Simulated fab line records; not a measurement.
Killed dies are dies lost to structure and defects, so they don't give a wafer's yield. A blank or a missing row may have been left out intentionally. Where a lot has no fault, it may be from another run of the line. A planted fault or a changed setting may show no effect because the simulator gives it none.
A lot that was struck, set against a sound lot | flow sky130 | 16 out of 708 route steps
Sound: the wafers L724.2, L724.5, L724.6. Wafers struck: L728.1, L728.2, L728.3. The cause comes at the end.
Order at every step that has rows: each side's tool, ch and its chambers, its first start. Under that, the readings that differ: sound wafers | struck wafers | difference of the means | sigmas: that difference in standard deviations of wafers without a fault.
alike: readings with means less than 2 such deviations apart, plus words and numbers identical on both sides. not compared: withheld readings, readings lacking a value on some wafer, bounds such as >300 that could conceal the same value, and numbers that have no deviation in the record and whose values overlap.
A row with sigmas, a row that says differs or no value, or rows on one side alone: a step with any of these is where the two part. Numbers that have no deviation but don't overlap get no sigmas and don't part them. A reading missing from all wafers of one side parts the sides only when that side holds two or more wafers.

first, 3 steps without rows for these wafers: SKY_SONOS_TUNNEL_EXPOSE_04 (exposes mask TUNM, target cd 410 nm); SKY_SONOS_TUNNEL_PEB_05; SKY_SONOS_TUNNEL_DEVELOP_06 (develop time 60 s).
SKY_SONOS_TUNNEL_CD_MEAS_07: target cd 410 nm.
  sound: cd_sem-01 at day 13 11:41; struck: cd_sem-02 at day 14 22:12
  alike: cd_nm
SKY_SONOS_TUNNEL_OVL_MEAS_08:
  sound: overlay-01 at day 13 11:47; struck: overlay-02 at day 14 22:19
  reading               | sound          | struck      | difference | sigmas
  SONOS_TUNNEL_OVL (nm) | -4.4 -1.7 -3.1 | 1.3 0.2 0.8 | +3.8       | +3
then, 3 steps without rows for these wafers: SKY_SONOS_TUNNEL_IMPLANT_09; SKY_SONOS_TUNNEL_WET_ETCH_10 (etches SiO2 in dHF, target depth 14 nm, time 280 s); SKY_SONOS_TUNNEL_STRIP_11 (strips in SPM, time 600 s).
SKY_SONOS_TUNNEL_TW_MEAS_12:
  sound: film_metro-03 at day 13 12:15; struck: film_metro-02 at day 14 22:56
  reading         | sound             | struck            | difference | sigmas
  SONOS_TUNNEL_TW | 195.2 196.2 196.7 | 199.5 198.5 200.2 | +3.4       | +2
then, 2 steps without rows for these wafers: SKY_SONOS_TUNNEL_CLEAN_13 (cleans in dHF, time 20 s); SKY_SONOS_ONO_OXIDATION_00 (stabilise 600 s, purge 300 s, target thk 2.6 nm).
SKY_SONOS_ONO_THK_MEAS_01:
  sound: film_metro-01 at day 13 16:08; struck: film_metro-04 at day 15 00:23
  alike: SONOS_ONO_OXIDATION_THK
SKY_SONOS_ONO_CVD_02: deposits Si3N4 from DCS/NH3, target thk 10.5 nm, time 180 s.
  sound on lpcvd-02 ch 1, day 13 16:37; struck on lpcvd-02 ch 1, day 15 01:02
  reading                                     | sound             | struck            | difference | sigmas
  model.Si3N4_of_SONOS_ONO_CVD_02.thk_nm (nm) | 10.61 10.55 10.56 | 11.78 11.63 11.72 | +1.14      |
SKY_SONOS_ONO_THK_MEAS_03:
  sound: film_metro-01 at day 13 17:41; struck: film_metro-01 at day 15 02:05
  reading                   | sound             | struck            | difference | sigmas
  SONOS_ONO_CVD_02_THK (nm) | 10.59 10.52 10.54 | 11.79 11.62 11.77 | +1.18      | +10
then, 1 step without rows for these wafers: SKY_SONOS_ONO_CVD_04 (deposits SiO2 from SiH4/N2O, target thk 5.7199 nm).
-- a jump in the record: the struck wafers' starts before and after are 33 days apart (it breaks off in module SONOS_ONO and resumes in module PAD_OPEN, where the first step shown is number 708 of the route) --
SKY_PAD_OPEN_PROBE_99:
  sound: prober-02 at day 47 08:37; struck: prober-01 at day 48 06:50
  reading                                 | sound                   | struck                  | difference | sigmas
  model.etest.sonos_uncharged.r_on_ohm_um | 789.2 775.4 787.3       | 812.7 810.9 806.6       | +26.1      |
  model.etest.cap_ono.gate_log10_a_cm2    | -7.126 -6.873 -7.138    | -7.889 -7.932 -7.897    | -0.860     |
  model.etest.cap_ono.gate_bv_v (V)       | 15.94 15.77 15.49       | 16.43 16.46 16.58       | +0.76      |
  model.etest.cap_ono.tox_acc_nm (nm)     | 12.27 12.06 12.25       | 12.88 12.86 12.81       | +0.66      |
  model.etest.sonos_programmed.vt_v (V)   | 1.722 1.757 1.712       | 1.472 1.476 1.397       | -0.282     |
  model.etest.sonos_erased.vt_v (V)       | -2.434 -2.538 -2.472    | -2.28 -2.28 -2.285      | +0.20      |
  model.etest.sonos_baked.vt_v (V)        | 1.18 1.156 1.125        | 0.9959 0.9796 1.022     | -0.1545    |
  model.etest.sonos_baked.vt_less_v (V)   | -0.5423 -0.6014 -0.5868 | -0.4761 -0.4964 -0.3744 | +0.1279    |
  alike: killed_at_M0_to_M3, killed_at_M4_up, killed_at_contacts, killed_at_front_end, killed_at_other, killed_dies, killed_open, killed_short

## WHERE THEY PART
Earliest at SKY_SONOS_TUNNEL_OVL_MEAS_08; latest, in this record, at SKY_SONOS_ONO_THK_MEAS_03. Later steps at which nothing parts them and some readings are alike: SKY_PAD_OPEN_PROBE_99.

WHY: what had been put in by the simulator
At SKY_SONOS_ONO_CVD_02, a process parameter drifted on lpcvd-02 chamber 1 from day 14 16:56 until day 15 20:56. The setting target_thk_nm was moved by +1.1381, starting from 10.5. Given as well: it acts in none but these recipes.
